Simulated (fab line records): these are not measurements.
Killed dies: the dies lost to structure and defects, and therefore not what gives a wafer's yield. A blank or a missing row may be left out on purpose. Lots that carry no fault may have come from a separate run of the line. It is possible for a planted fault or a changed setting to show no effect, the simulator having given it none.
Check for tools in common	flow gf180mcu	12 lots and 36 wafers in the sample

REASON FOR OPENING
2 of 12 lots carry a flag on the reading CONTACT_W_RS at GF_CONTACT_RS_MEAS_25. Fault-free wafers read 0.386 ohm/sq, with a standard deviation of 0.0043.
Rule: a lot is flagged in two cases, either no wafer of it has a number, or all its wafers with numbers fall more than 4 standard deviations from that mean. The rest of the lots are taken to be sound.

lot	measured	on	CONTACT_W_RS (ohm/sq), wafer by wafer	flag
L771	day 15 19:47	film_metro-01	0.388 0.393 0.384	
L773	day 16 18:18	film_metro-03	0.390 0.391 0.395	
L774	day 17 01:40	film_metro-01	0.383 0.381 0.384	
L775	day 17 11:23	film_metro-03	0.396 0.396 0.395	
L779	day 19 02:58	film_metro-04	0.379 0.383 0.379	
L781	day 19 15:37	film_metro-03	0.389 0.389 0.387	
L783	day 20 12:09	film_metro-04	0.275 0.277 0.277	FLAGGED
L785	day 21 06:20	film_metro-01	0.276 0.280 0.277	FLAGGED
L786	day 21 16:41	film_metro-03	0.386 0.385 0.387	
L789	day 22 23:15	film_metro-03	0.390 0.387 0.387	
L791	day 23 04:37	film_metro-04	0.384 0.385 0.384	
L794	day 24 10:44	film_metro-01	0.385 0.381 0.385	
Average over the flagged lots: 0.277 ohm/sq; offset from the usual -0.109 ohm/sq, equal to -25 standard deviations.

EACH LOT AND THE TOOL IT RAN ON
The record holds 3 process steps before the reading, out of a route of 602 steps. Read each cell as the tool, then ch plus the chambers that the sampled wafers visited, then the start.
lot	flag	GF_CONTACT_CVD_02	GF_CONTACT_STRIP_18	GF_CONTACT_CVD_24
L771		pecvd-03 ch 0,1,2, day 14 21:20	plasma_asher-01 ch 0,1, day 15 19:17	cvd_w-02 ch 0,1, day 15 19:41
L773		pecvd-03 ch 0,1,2, day 15 19:14	plasma_asher-02 ch 0,1, day 16 17:47	cvd_w-02 ch 0,1, day 16 18:12
L774		pecvd-01 ch 0,1,2, day 16 01:32	plasma_asher-02 ch 0,1, day 17 01:08	cvd_w-02 ch 0,1, day 17 01:32
L775		pecvd-01 ch 0,2, day 16 11:30	plasma_asher-02 ch 1, day 17 10:53	cvd_w-01 ch 1, day 17 11:17
L779		pecvd-03 ch 1,2, day 18 02:25	plasma_asher-02 ch 0,1, day 19 02:26	cvd_w-02 ch 0,1, day 19 02:50
L781		pecvd-03 ch 1,2, day 18 14:41	plasma_asher-01 ch 0,1, day 19 15:07	cvd_w-01 ch 0,1, day 19 15:31
L783	FLAGGED	pecvd-02 ch 0,1,2, day 19 10:56	plasma_asher-02 ch 0,1, day 20 11:38	cvd_w-01 ch 0,1, day 20 12:02
L785	FLAGGED	pecvd-01 ch 0,1,2, day 20 05:05	plasma_asher-03 ch 0,1, day 21 05:50	cvd_w-01 ch 0,1, day 21 06:14
L786		pecvd-01 ch 0,2, day 20 15:09	plasma_asher-03 ch 1, day 21 16:10	cvd_w-02 ch 1, day 21 16:34
L789		pecvd-01 ch 0,1, day 21 21:47	plasma_asher-02 ch 0,1, day 22 22:44	cvd_w-02 ch 0,1, day 22 23:08
L791		pecvd-01 ch 0,2, day 22 03:58	plasma_asher-02 ch 0,1, day 23 04:05	cvd_w-02 ch 0,1, day 23 04:29
L794		pecvd-01 ch 0,1,2, day 23 10:14	plasma_asher-02 ch 0,1, day 24 10:14	cvd_w-01 ch 0,1, day 24 10:38
These steps, and what they do:
- GF_CONTACT_CVD_02: deposits SiO2 from TEOS, target thk 860 nm, time 95.992 s.
- GF_CONTACT_STRIP_18: strips in O2/N2.
- GF_CONTACT_CVD_24: deposits W, target thk 300 nm, time 90.339 s.
- GF_CONTACT_RS_MEAS_25: measures by four-point-probe.

FLAGGED OVER TOTAL, TOOL BY TOOL (the gauges that took the reading come last)
step	tool	lots run	flagged	share of the flagged lots	sound lots run after its first flagged lot
GF_CONTACT_CVD_02	pecvd-01	7	1	some	4 (L786,L789,L791,L794)
GF_CONTACT_CVD_02	pecvd-02	1	1	some	0
GF_CONTACT_CVD_02	pecvd-03	4	0	none	-
GF_CONTACT_STRIP_18	plasma_asher-01	2	0	none	-
GF_CONTACT_STRIP_18	plasma_asher-02	8	1	some	3 (L789,L791,L794)
GF_CONTACT_STRIP_18	plasma_asher-03	2	1	some	1 (L786)
GF_CONTACT_CVD_24	cvd_w-01	5	2	all	1 (L794)
GF_CONTACT_CVD_24	cvd_w-02	7	0	none	-
GF_CONTACT_RS_MEAS_25	film_metro-01	4	1	some	1 (L794)
GF_CONTACT_RS_MEAS_25	film_metro-03	5	0	none	-
GF_CONTACT_RS_MEAS_25	film_metro-04	3	1	some	1 (L791)

WHAT THE TABLE PERMITS
1 row of the table ran every flagged lot: cvd_w-01 at GF_CONTACT_CVD_24.
- cvd_w-01 at GF_CONTACT_CVD_24 ran 5 lots, 2 of them flagged. After the first flagged lot (L794), sound lots still ran on it; a lasting fault on the whole tool would not permit that.
There is no row in the table that ran each flagged lot and no sound lot after the first.

WHAT THE SIMULATOR PUT IN
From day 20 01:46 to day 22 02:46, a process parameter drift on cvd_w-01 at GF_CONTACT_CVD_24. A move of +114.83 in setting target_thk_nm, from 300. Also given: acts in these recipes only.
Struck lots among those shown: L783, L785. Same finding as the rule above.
